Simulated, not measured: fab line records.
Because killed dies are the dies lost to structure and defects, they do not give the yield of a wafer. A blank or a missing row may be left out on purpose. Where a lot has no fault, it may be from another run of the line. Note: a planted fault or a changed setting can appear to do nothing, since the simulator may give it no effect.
Which tool is to blame? || flow gf180mcu || 6 lots with 18 wafers sampled at 2 steps, on a route of 602 steps

## WHAT THE GAUGES READ, wafer by wafer
GF_DUAL_GATE_THK_MEAS_03.
{"lot": "L741", "measured": "day 7 19:22", "on": "film-metro-02", "DUAL_GATE_OXIDATION_00_THK (nm)": "11.06 10.72 10.71"}
{"lot": "L744", "measured": "day 8 21:49", "on": "film-metro-01", "DUAL_GATE_OXIDATION_00_THK (nm)": "10.96 11.01 10.94"}
{"lot": "L747", "measured": "day 9 13:49", "on": "film-metro-01", "DUAL_GATE_OXIDATION_00_THK (nm)": "10.76 10.67 10.85"}
{"lot": "L751", "measured": "day 10 19:13", "on": "film-metro-01", "DUAL_GATE_OXIDATION_00_THK (nm)": "12.19 12.06 12.05"}
{"lot": "L753", "measured": "day 11 12:17", "on": "film-metro-04", "DUAL_GATE_OXIDATION_00_THK (nm)": "10.99 10.99 10.79"}
{"lot": "L762", "measured": "day 13 19:19", "on": "film-metro-01", "DUAL_GATE_OXIDATION_00_THK (nm)": "10.97 10.96 11.08"}

## WHAT TOOL EACH LOT RAN ON (gives the tool, then ch and the chambers of the sampled wafers, and finally the start)
{"lot": "L741", "GF_DUAL_GATE_OXIDATION_02": "furnace-02 ch 0, day 7 17:55"}
{"lot": "L744", "GF_DUAL_GATE_OXIDATION_02": "furnace-02 ch 0, day 8 20:22"}
{"lot": "L747", "GF_DUAL_GATE_OXIDATION_02": "furnace-01 ch 0, day 9 12:23"}
{"lot": "L751", "GF_DUAL_GATE_OXIDATION_02": "furnace-01 ch 0, day 10 17:47"}
{"lot": "L753", "GF_DUAL_GATE_OXIDATION_02": "furnace-02 ch 0, day 11 10:50"}
{"lot": "L762", "GF_DUAL_GATE_OXIDATION_02": "furnace-02 ch 0, day 13 17:51"}
- GF_DUAL_GATE_OXIDATION_02: stabilise 600 s, purge 300 s, target thk 10.887 nm.

## THE ANSWER, worked out from the rows above alone
Rule: the lots themselves supply what counts as usual. The widest of any qualifying gaps counts: lots, ordered by their means at a reading, are off when they make up no more than a third of the lots, leave a main group of 4 or more, and stand apart from it by 3 or more times the standard deviation of that group's means. If all means in a main group match to the digits the tables above print for the reading, that group is not used. A lot without any number at a reading at which 4 lots or more have one is off too. All remaining lots with rows at the step are treated as sound.
Off: L751, at GF_DUAL_GATE_THK_MEAS_03 (DUAL_GATE_OXIDATION_00_THK). For the main group the mean is 10.90 nm and the standard deviation 0.09.
If a tool, at a process step before that reading, ran all the lots that are off and no sound lot after the first of them, it fits. Gauges at GF_DUAL_GATE_THK_MEAS_03: tried the same way as those tools. One fits: GF_DUAL_GATE_OXIDATION_02 on furnace-01. Its last sound lot is L747 (day 9 12:23), its first lot that is off L751 (day 10 17:47): a fault that began between those two fits.

## WHAT WAS PUT IN BY THE SIMULATOR
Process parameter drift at GF_DUAL_GATE_OXIDATION_02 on furnace-01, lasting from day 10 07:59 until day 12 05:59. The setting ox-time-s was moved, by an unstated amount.
Shown lots that were struck: L751. The rule above reached the same finding.
